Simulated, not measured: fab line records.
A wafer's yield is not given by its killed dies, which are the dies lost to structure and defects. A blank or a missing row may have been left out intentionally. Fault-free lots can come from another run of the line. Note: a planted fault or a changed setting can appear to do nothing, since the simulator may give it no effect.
fab line records	flow sfqLine
record: lots: 6	wafers: 18	lastDay: 87
route steps=325 shown M0@32 I0@43 M1@58
lots that met no fault: taken from a fault-free run of the same line
startH: hours from the record's opening day to when the first of the lot's shown wafers began	waitH: hours since the lot's step before	" repeats the value in the row above	L1.1+2: several wafers, shown together as one row	- value missing, or start not given	* or withheld: withheld	< > ~ a bound
route shown NAME@n: NAME is a module with steps in the file, n the number in the route of the first one	usual: mean/standard deviation taken from wafers without a fault	same: alike in all rows	chamber/n: place in a boat	sites: per-site readings	_std_site: the values' standard deviation	_edge_site: the outer-site mean with the inner-site mean subtracted	radiusMm: for every site, how far away it sits from the centre of the wafer	mask NAME#n: copy n	behind: tool/chamber where the wafer was last shaped	hold: why the lot was held/for how many hours/how that ended	device: whichever transistor did not switch (one of n, p or np)	end of line: at the end of the route, the tests of the same wafers	a step without rows: its recipe alone	killed: dies that structure and defects cost at the first sort, which is not the same as the wafer's yield	map: per-die view of a wafer (x killed, . not killed, _ where there is no die)
set.NAME: the setting the step ran with; set.NAME@STEP: the setting that earlier step ran with	model.NAME: the simulator's own value behind a step, which no gauge read
lots at some steps of the route; a table a step, a row a wafer
services: when a tool's chamber went out of use (startH, in hours from the record's first day, below 0 if earlier), for how many hours, and the reason
== steps ==
step: SFQ_TRILAYER_M0_LITHO_COAT_026
recipe: resist: BARC	spinRpm: 3000	resistThkNm: 62
step: SFQ_TRILAYER_M0_LITHO_COAT_021
recipe: resist: KrF	spinRpm: 3000	resistThkNm: 600
step: SFQ_TRILAYER_M0_LITHO_SOFTBAKE_025
recipe: tempC: withheld	timeS: withheld	resist: KrF
step: SFQ_TRILAYER_M0_LITHO_EXPOSE_022
recipe: maskId: M0	na: 0.6	sourceShape: conventional	sigmaOuter: 0.65	targetCdNm: 500	doseMj: 14.4
step: SFQ_TRILAYER_M0_LITHO_PEB_024
recipe: pebTempC: 115	pebTimeS: 60	resist: KrF
step: SFQ_TRILAYER_M0_LITHO_DEVELOP_023
recipe: timeS: 60	resist: KrF
step: SFQ_M0_OVL_MEAS_906
usual: M0_OVL: 1/5.4
lot.wafer	tool	chamber	startH	waitH	M0_OVL[nm]
L709.2	overlay-01	-	264.09	0.1	2
L709.3	"	-	"	"	-4
L709.6	"	-	"	"	-10
L710.2	overlay-02	-	273.81	0.1	9
L710.4	"	-	"	"	8
L710.6	"	-	"	"	11
L716.3	overlay-02	-	332.11	0.1	3
L716.4	"	-	"	"	4
L716.5	"	-	"	"	2
L717.2	overlay-02	-	340.50	0.1	7
L717.4	"	-	"	"	4
L717.6	"	-	"	"	1
L718.1	overlay-02	-	350.10	0.1	6
L718.2	"	-	"	"	3
L718.5	"	-	"	"	8
L731.3	overlay-01	-	470.71	0.1	6
L731.5	"	-	"	"	-3
L731.6	"	-	"	"	-2
step: SFQ_TRILAYER_M0_BARC_OPEN_METAL_ETCH_031
recipe: maskMaterial: PR	chemistry: O2	targetDepthNm: 125	target: BARC	icpW: 600	biasW: 80	pressureMtorr: 10	timeS: 41.7
usual: drypumpMotorCurrentA: 5.68/0.17	oesProductAu: 0.685/0.0047
lot.wafer	tool	chamber	startH	waitH	drypumpMotorCurrentA	oesProductAu	rfHoursCounterH
L709.2	rieMetal-01	1	264.12	0.0	5.60	0.692	54
L709.3	"	0	"	"	5.55	0.691	-
L709.6	"	1	"	"	5.59	0.687	-
L710.2	rieMetal-04	1	273.84	0.0	5.94	0.687	46
L710.4	"	1	"	"	5.93	0.680	-
L710.6	"	0	"	"	5.77	0.693	-
L716.3	rieMetal-04	1	332.15	0.0	5.93	0.684	-
L716.4	"	0	"	"	5.77	0.684	-
L716.5	"	1	"	"	5.91	0.686	-
L717.2	rieMetal-02	0	340.55	0.0	5.75	0.673	-
L717.4	"	0	"	"	5.76	0.687	-
L717.6	"	0	"	"	5.75	0.692	-
L718.1	rieMetal-04	1	350.13	0.0	5.92	0.689	56
L718.2	"	0	"	"	5.78	0.689	69
L718.5	"	1	"	"	5.94	0.679	-
L731.3	rieMetal-01	1	470.76	0.0	5.60	0.683	-
L731.5	"	0	"	"	5.57	0.688	-
L731.6	"	1	"	"	5.60	0.684	-
step: SFQ_TRILAYER_M0_ETCH_METAL_ETCH_024
recipe: target: Nb	stopOn: SiO2	maskMaterial: PR	chemistry: Cl2/Ar	targetDepthNm: 240	icpW: 600	biasW: 80	pressureMtorr: 10	timeS: 120
step: SFQ_TRILAYER_M0_STRIP_STRIP_025
recipe: gas: O2	powerW: 200	platenTempC: 40	overashFraction: 0.65	chemistry: O2	pressureMtorr: 50
step: SFQ_TRILAYER_M0_STRIP_SOLV_CLEAN_026
recipe: chemistry: NMP	tempC: 70	timeS: 600
step: SFQ_TRILAYER_I0_DEP_PECVD_027
recipe: material: SiO2	tempC: 150	timeS: 111.11	pressureTorr: 2.4	rfW: 183.3	precursor: SiH4/N2O	targetThkNm: 500
usual: heaterPowerW: 84/13	throttleValvePct: 24.7/0.93
lot.wafer	tool	chamber	startH	waitH	heaterPowerW	throttleValvePct
L709.2	pecvd-04	2	265.08	0.0	85	24.5
L709.3	"	1	"	"	114	23.5
L709.6	"	2	"	"	88	24.3
L710.2	pecvd-04	0	275.33	0.0	85	24.4
L710.4	"	2	"	"	89	24.6
L710.6	"	0	"	"	71	24.4
L716.3	pecvd-02	2	333.09	0.0	82	22.7
L716.4	"	0	"	"	84	22.7
L716.5	"	2	"	"	87	22.8
L717.2	pecvd-01	1	342.28	0.0	77	25.2
L717.4	"	0	"	"	92	25.8
L717.6	"	1	"	"	81	25.0
L718.1	pecvd-02	2	351.09	0.0	83	22.7
L718.2	"	0	"	"	84	22.8
L718.5	"	2	"	"	89	22.7
L731.3	pecvd-04	1	471.70	0.0	108	24.4
L731.5	"	2	"	"	89	24.9
L731.6	"	0	"	"	82	24.7
step: SFQ_TRILAYER_I0_CMP_CMP_028
recipe: material: SiO2	downForcePsi: 3	platenRpm: 60	padVelocityMS: 0.94248
usual: motorCurrentA: 10.1/1	timeToEndpointS: 215/6.5
lot.wafer	tool	chamber	startH	waitH	motorCurrentA	timeToEndpointS	model.SiO2_of_TRILAYER_I0_DEP_PECVD_027.thkNm
L709.2	cmp-02	1	266.26	1.1	10.4	220	201.5
L709.3	"	2	"	"	10.7	212	202.2
L709.6	"	3	"	"	8.8	227	200.3
L710.4	cmp-01	0	275.41	0.0	11.3	217	200.3
L710.2	"	2	276.41	1.0	10.7	216	201.3
L710.6	"	1	277.91	2.5	8.6	221	200.2
L716.3	cmp-02	3	337.97	4.8	9.2	218	198.6
L716.4	"	1	338.97	5.8	9.7	205	213.7
L716.5	"	0	340.47	7.3	9.4	223	199.4
L717.2	cmp-02	3	351.27	9.0	8.9	195	214.5
L717.4	"	0	"	"	10.2	206	214.5
L717.6	"	1	"	"	10.8	203	214.1
L718.2	cmp-01	2	354.31	3.2	10.0	221	200.6
L718.1	"	3	"	"	11.5	208	201.4
L718.5	"	0	"	"	11.6	220	199.7
L731.3	cmp-02	3	474.12	2.4	9.0	209	200.1
L731.6	"	0	"	"	9.8	218	201.5
L731.5	"	1	"	"	10.1	215	200.8
step: SFQ_I0_BOW_MEAS_907
recipe: mode: bow
usual: I0_BOW: 1/6.1
lot.wafer	tool	chamber	startH	waitH	I0_BOW[um]
L709.2	filmMetro-01	-	268.28	1.5	5
L709.3	"	-	"	"	-7
L709.6	"	-	"	"	7
L710.2	filmMetro-04	-	278.43	1.5	-2
L710.4	"	-	"	"	-3
L710.6	"	-	"	"	10
L716.3	filmMetro-04	-	341.01	2.5	1
L716.4	"	-	"	"	19
L716.5	"	-	"	"	-4
L717.2	filmMetro-01	-	353.29	1.5	0
L717.4	"	-	"	"	-8
L717.6	"	-	"	"	8
L718.1	filmMetro-04	-	356.31	1.0	1
L718.2	"	-	"	"	3
L718.5	"	-	"	"	-1
L731.3	filmMetro-01	-	475.66	1.0	-2
L731.5	"	-	"	"	7
L731.6	"	-	"	"	4
step: SFQ_TRILAYER_I0_METRO_MEASURE_029
usual: thkNm: 200.4/0.86
lot.wafer	tool	chamber	startH	waitH	thkNm
L709.2	filmMetro-01	-	268.58	0.3	201.5
L709.3	"	-	"	"	202.2
L709.6	"	-	"	"	200.3
L710.2	filmMetro-04	-	278.73	0.3	201.3
L710.4	"	-	"	"	200.3
L710.6	"	-	"	"	200.2
L716.3	filmMetro-04	-	341.49	0.5	198.5
L716.4	"	-	"	"	213.6
L716.5	"	-	"	"	199.3
L717.2	filmMetro-01	-	353.59	0.3	214.5
L717.4	"	-	"	"	214.7
L717.6	"	-	"	"	213.8
L718.1	filmMetro-04	-	356.43	0.1	201.4
L718.2	"	-	"	"	200.6
L718.5	"	-	"	"	199.8
L731.3	filmMetro-01	-	476.14	0.5	200.0
L731.5	"	-	"	"	201.0
L731.6	"	-	"	"	201.6
step: SFQ_TRILAYER_I0_VIA_LITHO_COAT_036
recipe: resist: BARC	spinRpm: 3000	resistThkNm: 62
step: SFQ_TRILAYER_I0_VIA_LITHO_COAT_031
recipe: resist: KrF	spinRpm: 3000	resistThkNm: 650
step: SFQ_TRILAYER_I0_VIA_LITHO_SOFTBAKE_035
recipe: tempC: withheld	timeS: withheld	resist: KrF
step: SFQ_TRILAYER_I0_VIA_LITHO_EXPOSE_032
recipe: maskId: I0	na: 0.6	sourceShape: conventional	sigmaOuter: 0.65	targetCdNm: 500	doseMj: 21.3
step: SFQ_TRILAYER_I0_VIA_LITHO_PEB_034
recipe: pebTempC: 115	pebTimeS: 60	resist: KrF
step: SFQ_TRILAYER_I0_VIA_LITHO_DEVELOP_033
recipe: timeS: 60	resist: KrF
step: SFQ_I0_OVL_MEAS_908
usual: I0_OVL: 2/4.7
lot.wafer	tool	chamber	startH	waitH	I0_OVL[nm]
L709.2	overlay-01	-	391.75	0.1	7
L709.3	"	-	"	"	7
L709.6	"	-	"	"	9
L710.2	overlay-02	-	400.15	0.1	5
L710.4	"	-	"	"	-5
L710.6	"	-	"	"	1
L716.3	overlay-02	-	479.11	0.1	6
L716.4	"	-	"	"	1
L716.5	"	-	"	"	6
L717.2	overlay-01	-	493.51	0.1	4
L717.4	"	-	"	"	2
L717.6	"	-	"	"	7
L718.1	overlay-01	-	495.90	0.1	-1
L718.2	"	-	"	"	-2
L718.5	"	-	"	"	-4
L731.3	overlay-02	-	623.99	0.1	2
L731.5	"	-	"	"	-2
L731.6	"	-	"	"	1
step: SFQ_TRILAYER_I0_VIA_BARC_OPEN_VIA_ETCH_046
recipe: maskMaterial: PR	chemistry: O2	targetDepthNm: 125	target: BARC	sourceW: 500	biasW: 80	pressureMtorr: 30	timeS: 41.7
usual: drypumpMotorCurrentA: 5.8/0.44	oesProductAu: 0.685/0.0044
lot.wafer	tool	chamber	startH	waitH	drypumpMotorCurrentA	oesProductAu	rfHoursCounterH
L709.2	rieDiel-02	3	391.78	0.0	5.7	0.689	11
L709.3	"	0	"	"	5.9	0.678	9
L709.6	"	1	"	"	5.2	0.686	-
L710.2	rieDiel-02	2	400.18	0.0	5.4	0.686	0
L710.4	"	0	"	"	5.9	0.685	9
L710.6	"	3	"	"	5.7	0.681	-
L716.3	rieDiel-03	0	479.14	0.0	6.3	0.681	3
L716.4	"	3	"	"	5.9	0.691	18
L716.5	"	0	"	"	6.3	0.688	-
L717.2	rieDiel-04	3	493.54	0.0	6.6	0.690	2
L717.4	"	0	"	"	5.4	0.688	92
L717.6	"	1	"	"	5.3	0.681	-
L718.1	rieDiel-02	2	495.94	0.0	5.4	0.689	1
L718.2	"	3	"	"	5.7	0.680	12
L718.5	"	3	"	"	5.7	0.688	-
L731.3	rieDiel-03	0	624.01	0.0	6.3	0.689	5
L731.5	"	3	"	"	5.9	0.683	-
L731.6	"	2	"	"	5.3	0.687	-
step: SFQ_TRILAYER_I0_VIA_ETCH_VIA_ETCH_034
recipe: target: SiO2	stopOn: Nb	maskMaterial: PR	taperDeg: 20	chemistry: CHF3	targetDepthNm: 260	sourceW: 500	biasW: 80	pressureMtorr: 30	timeS: withheld
usual: drypumpMotorCurrentA: 5.7/0.45	oesProductAu: 0.856/0.0055
lot.wafer	tool	chamber	startH	waitH	drypumpMotorCurrentA	oesProductAu	model.etch.depthNm	model.I0.featureDepthNm
L709.2	rieDiel-02	3	391.82	0.0	5.7	0.867	201.5	201.5
L709.3	"	0	"	"	5.8	0.860	202.2	202.2
L709.6	"	1	"	"	5.2	0.862	200.3	200.3
L710.2	rieDiel-02	2	400.22	0.0	5.4	0.854	201.3	201.3
L710.4	"	0	"	"	5.9	0.859	200.3	200.3
L710.6	"	3	"	"	5.7	0.855	200.2	200.2
L716.3	rieDiel-03	0	479.18	0.0	6.3	0.851	198.6	198.6
L716.4	"	3	"	"	5.9	0.882	213.7	213.7
L716.5	"	0	"	"	6.3	0.849	199.4	199.4
L717.2	rieDiel-04	3	493.58	0.0	6.7	0.889	214.5	214.5
L717.4	"	0	"	"	5.4	0.888	214.5	214.5
L717.6	"	1	"	"	5.3	0.884	214.1	214.1
L718.1	rieDiel-02	2	495.98	0.0	5.4	0.856	201.4	201.4
L718.2	"	3	"	"	5.7	0.856	200.6	200.6
L718.5	"	3	"	"	5.7	0.857	199.7	199.7
L731.3	rieDiel-03	0	624.05	0.0	6.3	0.846	200.1	200.1
L731.5	"	3	"	"	5.9	0.860	200.8	200.8
L731.6	"	2	"	"	5.3	0.850	201.5	201.5
step: SFQ_TRILAYER_I0_VIA_STRIP_STRIP_035
recipe: gas: O2	powerW: 200	platenTempC: 40	overashFraction: 0.65	chemistry: O2	pressureMtorr: 50
usual: drypumpMotorCurrentA: 5.7/0.31	oesProductAu: 1.003/0.0095
same: overashFraction: 0.65
lot.wafer	tool	chamber	startH	waitH	drypumpMotorCurrentA	oesProductAu	rfHoursCounterH
L709.2	rieMetal-01	1	391.93	-	5.6	0.996	71
L709.3	"	0	"	"	5.6	1.001	-
L709.6	"	0	"	"	5.6	0.990	-
L710.2	rieMetal-02	0	400.53	-	5.7	1.005	-
L710.4	"	0	"	"	5.7	1.007	-
L710.6	"	0	"	"	5.7	1.011	-
L716.3	rieMetal-03	1	479.49	-	6.0	1.007	-
L716.4	"	0	"	"	6.4	0.995	-
L716.5	"	0	"	"	6.4	0.990	-
L717.2	rieMetal-02	0	493.69	-	5.8	1.001	113
L717.4	"	0	"	"	5.7	1.014	-
L717.6	"	0	"	"	5.7	1.003	-
L718.1	rieMetal-01	1	496.09	-	5.6	1.003	85
L718.2	"	1	"	"	5.6	0.999	-
L718.5	"	1	"	"	5.6	0.994	-
L731.3	rieMetal-02	1	624.37	-	5.4	1.015	-
L731.5	"	0	"	"	5.7	1.023	-
L731.6	"	1	"	"	5.4	1.005	-
step: SFQ_TRILAYER_I0_VIA_STRIP_SOLV_CLEAN_036
recipe: chemistry: NMP	tempC: 70	timeS: 600
step: SFQ_TRILAYER_M1_DEP_PRE_CLEAN_038
recipe: gas: Ar	timeS: 22.5	biasV: 250
lot.wafer	tool	chamber	startH	waitH	model.SiO2_of_TRILAYER_I0_DEP_PECVD_027.thkNm
L709.2	pvdSputter-05	-	392.71	0.0	194
L709.3	"	-	"	"	194.7
L709.6	"	-	"	"	192.8
L710.2	pvdSputter-03	-	401.71	0.0	193.8
L710.4	"	-	"	"	192.8
L710.6	"	-	"	"	192.7
L716.3	pvdSputter-05	-	480.07	0.0	191.1
L716.4	"	-	"	"	206.2
L716.5	"	-	"	"	191.9
L717.2+4	pvdSputter-05	-	494.47	0.0	207
L717.6	"	-	"	"	206.6
L718.1	pvdSputter-03	-	497.47	0.0	193.9
L718.2	"	-	"	"	193.1
L718.5	"	-	"	"	192.2
L731.3	pvdSputter-05	-	624.94	0.0	192.6
L731.5	"	-	"	"	193.3
L731.6	"	-	"	"	194
step: SFQ_TRILAYER_M1_DEP_SPUTTER_037
recipe: material: Nb	basePressurePa: 1.33e-06	chamberPressurePa: 0.1333	substrateTempC: 20	resputterCathodeVoltageV: 400	targetThkNm: 200	powerW: 2000	timeS: 133.3
usual: throttleValvePct: 30.0/0.76
lot.wafer	tool	chamber	startH	waitH	throttleValvePct
L709.2	pvdSputter-05	-	392.73	0.0	30.3
L709.3	"	-	"	"	29.1
L709.6	"	-	"	"	30.2
L710.2	pvdSputter-03	-	401.73	0.0	29.4
L710.4	"	-	"	"	29.0
L710.6	"	-	"	"	29.6
L716.3	pvdSputter-05	-	480.09	0.0	29.3
L716.4	"	-	"	"	30.5
L716.5	"	-	"	"	30.6
L717.2	pvdSputter-05	-	494.49	0.0	28.5
L717.4	"	-	"	"	30.5
L717.6	"	-	"	"	29.9
L718.1	pvdSputter-03	-	497.49	0.0	30.3
L718.2	"	-	"	"	29.9
L718.5	"	-	"	"	30.2
L731.3	pvdSputter-05	-	624.97	0.0	30.3
L731.5	"	-	"	"	28.5
L731.6	"	-	"	"	29.0
== services ==
tool	chamber	startH	hours	kind
rieMetal-01	-	247.88	2.8	pm
rieDiel-02	0	250.59	21.5	repair
rieDiel-03	3	251.75	8.8	repair
rieDiel-03	2	259.11	8.9	repair
pvdSputter-03	-	274.14	6.7	repair
rieDiel-02	3	277.68	8.8	repair
rieDiel-03	0	306.40	2.3	repair
rieDiel-02	2	307.49	5.1	repair
rieMetal-02	0	320.70	3.0	repair
cmp-02	-	343.62	0.7	repair
pvdSputter-03	-	353.99	2.4	repair
cmp-02	-	373.48	6.4	repair
rieDiel-02	-	381.29	10.0	pm
rieMetal-02	1	390.89	26.5	repair
rieDiel-02	0	400.73	5.0	repair
cmp-02	-	408.77	4.0	pm
rieDiel-02	3	428.80	3.4	repair
rieDiel-02	-	431.73	15.6	pm
rieDiel-02	2	447.96	4.4	repair
rieDiel-02	2	489.12	4.0	repair
rieDiel-02	1	489.66	23.3	repair
rieDiel-02	3	555.89	16.7	repair
pvdSputter-05	-	558.87	0.8	repair
pvdSputter-05	-	575.20	5.0	repair
== key ==
firstSign: step: SFQ_TRILAYER_I0_CMP_CMP_028	reading: timeToEndpointS	direction: down	sigmas: 1.9	usual: *	struck: *
effect: step: SFQ_TRILAYER_I0_METRO_MEASURE_029	reading: thkNm	direction: up	sigmas: 16	usual: 200.4	struck: 214.2
effect: step: SFQ_TRILAYER_I0_VIA_ETCH_VIA_ETCH_034	reading: oesProductAu	direction: up	sigmas: 5.4	usual: 0.856	struck: 0.886
modelEffect: step: SFQ_TRILAYER_I0_CMP_CMP_028	value: SiO2_of_TRILAYER_I0_DEP_PECVD_027.thkNm	without: 199.2	struck: 214.2
modelEffect: step: SFQ_TRILAYER_I0_VIA_ETCH_VIA_ETCH_034	value: etch.depthNm	without: 199.2	struck: 214.2
modelEffect: step: SFQ_TRILAYER_M1_DEP_PRE_CLEAN_038	value: SiO2_of_TRILAYER_I0_DEP_PECVD_027.thkNm	without: 191.7	struck: 206.7
metAt SFQ_TRILAYER_I0_CMP_CMP_028
struckWafers L716.4,L717.2,L717.4,L717.6
onsetBetween 266.26 337.97
fault: kind: processParameterDrift	tool: cmp-02	chamber: -	onsetH: 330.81	steps: SFQ_TRILAYER_I0_CMP_CMP_028	channel: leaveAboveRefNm	offset: 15	shape: step	endH: 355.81	scope: struckWafersOnly	actsIn: theseRecipesOnly	stated: 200
